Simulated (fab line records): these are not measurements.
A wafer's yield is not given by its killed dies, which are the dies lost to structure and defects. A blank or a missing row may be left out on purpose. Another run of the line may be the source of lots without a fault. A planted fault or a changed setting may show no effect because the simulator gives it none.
Matching of chambers ; flow gf180mcu ; GF_V3_CMP_26 on cmp-02 has 4 sister chambers
The step polishes, stops on SiO2, t overpolish 15 s, target thk 0 nm. 8 wafers are shown with their chamber, then 12 later ones without.

WAFERS PAIRED WITH THEIR CHAMBERS
wafer;chamber;motor-current-A (A);time-to-endpoint-s (s)
L265.2;1;9.1;84
L268.2;0;13.5;98
L268.3;1;8.5;87
L272.4;2;14.3;94
L272.5;0;13.0;95
L273.2;3;14.4;91
L273.5;3;13.1;92
L273.6;2;14.6;98

WAFERS WITHOUT THEIR CHAMBER
wafer;motor-current-A (A);time-to-endpoint-s (s)
L275.2;8.9;89
L275.4;15.9;97
L275.6;12.9;98
L276.1;13.3;97
L276.3;15.5;93
L276.6;13.4;91
L277.1;14.5;95
L277.2;8.3;90
L277.4;13.1;95
L278.1;13.4;92
L278.2;14.4;96
L278.3;9.2;93

WHICH CHAMBER EACH WENT THROUGH
wafer;from the rows above;in truth
L275.2;1;1
L275.4;2;2
L275.6;0;0
L276.1;can't be placed: 0 or 2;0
L276.3;can't be placed: 2 or 3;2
L276.6;can't be placed: 3 or 0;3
L277.1;can't be placed: 2 or 3 or 0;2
L277.2;1;1
L277.4;can't be placed: 0 or 3 or 2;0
L278.1;can't be placed: 3 or 0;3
L278.2;2;2
L278.3;1;1
Correct placement for 6 of the 12. Cannot be placed on the basis of these rows: 6; the candidates contain the true chamber in 6. Wrongly placed: 0.
How it was worked out, from the rows above alone: a wafer's distance from a chamber is the root of the sum, over the readings, of the square of ((its reading less the chamber's mean) divided by the reading's scatter). If the next closest chamber is less than 2 further off than the closest, the wafer can't be placed; otherwise it belongs to the closest. Each chamber's mean is taken over the wafers shown for it. The scatter: take each reading less its chamber's mean, square it, sum over the shown wafers, divide by the number of wafers less the number of chambers, and take the root.
